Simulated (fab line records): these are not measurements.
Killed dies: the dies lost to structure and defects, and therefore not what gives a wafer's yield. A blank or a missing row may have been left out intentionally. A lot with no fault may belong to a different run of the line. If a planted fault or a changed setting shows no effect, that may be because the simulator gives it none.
Which of the tools did it? + flow sky130 + 42 wafers from 14 lots sampled at 2 of the route's 708 steps

WHAT THE GAUGES READ, wafer by wafer
SKY_FIELD_ISO_THK_MEAS_25.
| lot  | measured    | on            | FIELD_ISO_CVD_24_THK (nm) |
|------|-------------|---------------|---------------------------|
| L488 | day 2 06:58 | film metro-04 | 597 604 606               |
| L489 | day 2 13:29 | film metro-01 | 599 593 596               |
| L491 | day 3 00:05 | film metro-01 | 590 589 589               |
| L492 | day 3 02:58 | film metro-01 | 591 585 597               |
| L493 | day 3 10:13 | film metro-01 | 601 596 606               |
| L494 | day 3 17:05 | film metro-02 | 604 600 590               |
| L497 | day 4 06:58 | film metro-02 | 581 597 587               |
| L500 | day 4 21:47 | film metro-01 | 598 597 591               |
| L501 | day 5 04:29 | film metro-01 | 600 597 593               |
| L504 | day 5 18:13 | film metro-01 | 586 594 579               |
| L506 | day 6 04:12 | film metro-01 | 591 600 598               |
| L508 | day 6 16:01 | film metro-02 | 603 594 590               |
| L509 | day 6 20:24 | film metro-01 | 589 588 603               |
| L511 | day 7 08:48 | film metro-02 | 594 605 598               |

WHICH TOOL RAN EACH LOT (tool, then ch and the chambers of the sampled wafers, then the start)
| lot  | SKY_FIELD_ISO_STRIP_16              |
|------|-------------------------------------|
| L488 | plasma asher-03 ch 0,1, day 2 05:14 |
| L489 | plasma asher-04 ch 0,1, day 2 10:14 |
| L491 | plasma asher-03 ch 1, day 2 22:19   |
| L492 | plasma asher-02 ch 0,1, day 3 00:53 |
| L493 | plasma asher-02 ch 0,1, day 3 07:22 |
| L494 | plasma asher-03 ch 0,1, day 3 12:19 |
| L497 | plasma asher-03 ch 1, day 4 04:16   |
| L500 | plasma asher-02 ch 0,1, day 4 18:58 |
| L501 | plasma asher-02 ch 0,1, day 5 01:41 |
| L504 | plasma asher-03 ch 0,1, day 5 16:02 |
| L506 | plasma asher-02 ch 0,1, day 6 02:26 |
| L508 | plasma asher-03 ch 0,1, day 6 14:16 |
| L509 | plasma asher-02 ch 0,1, day 6 18:14 |
| L511 | plasma asher-04 ch 0,1, day 7 06:04 |
- SKY_FIELD_ISO_STRIP_16: strips in O2/N2.

WHAT THE TOOLS THEMSELVES READ (means of the sampled wafers that have a number; where no wafer has one, the mark that the record gives instead)
SKY_FIELD_ISO_STRIP_16.
| lot  | tool            | drypump motor current A (A) | oes product au (a.u.) | strip time to endpoint s (s) |
|------|-----------------|-----------------------------|-----------------------|------------------------------|
| L488 | plasma asher-03 | 5.8                         | 0.378                 | 3.57                         |
| L489 | plasma asher-04 | 6.2                         | 0.380                 | 3.59                         |
| L491 | plasma asher-03 | 5.9                         | 0.378                 | 3.55                         |
| L492 | plasma asher-02 | 5.5                         | 0.376                 | 3.59                         |
| L493 | plasma asher-02 | 5.9                         | 0.377                 | 3.55                         |
| L494 | plasma asher-03 | 5.8                         | 0.376                 | 3.52                         |
| L497 | plasma asher-03 | 5.9                         | 0.373                 | 3.60                         |
| L500 | plasma asher-02 | 5.5                         | 0.376                 | 3.58                         |
| L501 | plasma asher-02 | 5.5                         | 0.378                 | 3.56                         |
| L504 | plasma asher-03 | 5.8                         | 0.376                 | 3.52                         |
| L506 | plasma asher-02 | 5.9                         | 0.376                 | 3.58                         |
| L508 | plasma asher-03 | 5.8                         | 0.380                 | 3.59                         |
| L509 | plasma asher-02 | 5.5                         | 0.383                 | 3.54                         |
| L511 | plasma asher-04 | 6.2                         | 0.379                 | 3.59                         |

THE ANSWER, worked out from the rows above alone
Rule: what is usual is taken from the lots themselves. The widest of any qualifying gaps counts: lots, ordered by their means at a reading, are off when they make up no more than a third of the lots, leave a main group of 4 or more, and stand apart from it by 3 or more times the standard deviation of that group's means. If all means in a main group match to the digits the tables above print for the reading, that group is not used. A lot without any number at a reading at which 4 lots or more have one is off too. All remaining lots with rows at the step are treated as sound. Order of review: gauges by route order, followed by the tools' own readings, for which a lot's mean as printed above is used. The first step at which some lot is off is used, and at that step the reading that is off furthest; a lot without a number counts as furthest.
No lot is off at any reading shown: from this, nothing can be told.

WHAT THE SIMULATOR HAD PUT IN
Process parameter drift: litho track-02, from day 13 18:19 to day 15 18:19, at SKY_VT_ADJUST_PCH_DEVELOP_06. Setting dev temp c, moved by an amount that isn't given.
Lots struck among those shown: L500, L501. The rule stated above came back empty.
